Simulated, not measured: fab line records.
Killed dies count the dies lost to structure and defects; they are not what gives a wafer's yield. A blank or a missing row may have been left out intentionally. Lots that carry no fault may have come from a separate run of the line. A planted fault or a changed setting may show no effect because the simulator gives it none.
A single fault, viewed from 2 desks    flow sky130    each desk has only its own numbers; what lay behind them comes last

THE TOOL OWNER'S DESK: pvdSputter-02
The tool's own readings at SKY_METAL3_SPUTTER_02 (material AlCu, target thk 735 nm, time 39.1 s): means of the sampled wafers that have a number, for each lot that ran on this tool. The brackets show how far a lot's mean lies from the usual mean; more than 4 standard deviations puts the lot out of limits, marked OUT.
Columns: A = throttleValvePct at SKY_METAL3_SPUTTER_02, usual 29.9 %
lot   first seen here  A
L101  day 37 17:04     29.5
L105  day 38 18:22     29.3
L109  day 40 05:52     29.2
L117  day 42 09:31     29.7
L120  day 43 03:14     29.1
This desk's verdict: no lot among the 5 shows anything out of limits.

THE METROLOGY DESK
What the gauges read for every lot (on any tool): the sampled wafers with a number, averaged. The brackets show how far a lot's mean lies from the usual mean; more than 4 standard deviations puts the lot out of limits, marked OUT.
Columns: A = VIA4_HDPCVD_THK at SKY_VIA4_THK_MEAS_01, usual 1744 nm; B = PASSIVATION_CVD_00_THK at SKY_PASSIVATION_THK_MEAS_01, usual 89.7 nm
lot   first seen here  A     B
L999  day 42 12:28     1765  89.0
L101  day 42 23:59     1759  91.2
L105  day 44 00:34     1737  88.6
L109  day 45 08:47     1745  90.8
L111  day 45 19:07     1744  88.7
L113  day 46 10:21     1739  90.3
L114  day 46 14:31     1744  89.4
L116  day 47 01:48     1727  89.7
L117  day 47 05:57     1740  89.1
L118  day 47 06:30     1737  89.2
L119  day 47 13:55     1721  88.5
L120  day 47 20:31     1710  91.3
This desk's verdict: no lot among the 12 shows anything out of limits.

TAKEN TOGETHER
The tool owner's desk saw nothing out of limits.
The metrology desk saw nothing out of limits.

WHAT THE SIMULATOR PUT IN
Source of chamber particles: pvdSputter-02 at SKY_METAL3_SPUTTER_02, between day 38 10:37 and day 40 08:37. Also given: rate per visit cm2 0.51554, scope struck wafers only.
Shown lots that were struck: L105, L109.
